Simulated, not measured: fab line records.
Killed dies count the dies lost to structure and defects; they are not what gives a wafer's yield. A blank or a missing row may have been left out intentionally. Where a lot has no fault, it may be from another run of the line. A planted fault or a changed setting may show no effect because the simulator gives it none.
What tool caused it? :: flow sky130 :: 21 wafers sampled from 7 lots at 1 step of a route of 708

WHAT THE GAUGES READ, wafer by wafer
SKY_SD_N_TW_MEAS_12.
lot: L313
measured: day 27 16:49
on: film-metro-04
SD_N_TW: 3968 3982 3961

lot: L315
measured: day 28 08:56
on: film-metro-04
SD_N_TW: 3963 3969 3955

lot: L317
measured: day 29 02:01
on: film-metro-01
SD_N_TW: 4019 4013 4025

lot: L319
measured: day 30 11:02
on: film-metro-01
SD_N_TW: 3998 3996 3993

lot: L326
measured: day 32 18:44
on: film-metro-02
SD_N_TW: 3990 3990 3991

lot: L331
measured: day 33 19:46
on: film-metro-04
SD_N_TW: 3987 3991 3996

lot: L335
measured: day 35 02:58
on: film-metro-02
SD_N_TW: 4010 4007 4017

EACH LOT AND THE TOOL THAT RAN IT (in order: tool; ch and the chambers of the sampled wafers; start)
There is no process step in the record ahead of these readings.

THE ANSWER, worked out from the rows above alone
Rule: the lots themselves supply what counts as usual. Put in order of their means at a reading, lots are off if they are a third of the lots or fewer, leave a main group of 4 or more, and stand apart from it by a gap of 3 or more times the standard deviation of the main group's means; of several such gaps the widest counts. The tables above print the reading to a certain number of digits; a main group whose means all agree to those digits is not used. A lot without any number at a reading at which 4 lots or more have one is off too. The other lots that the step has rows for count as sound.
None of the lots is off at any reading shown; this tells nothing.

WHAT THE SIMULATOR PUT IN
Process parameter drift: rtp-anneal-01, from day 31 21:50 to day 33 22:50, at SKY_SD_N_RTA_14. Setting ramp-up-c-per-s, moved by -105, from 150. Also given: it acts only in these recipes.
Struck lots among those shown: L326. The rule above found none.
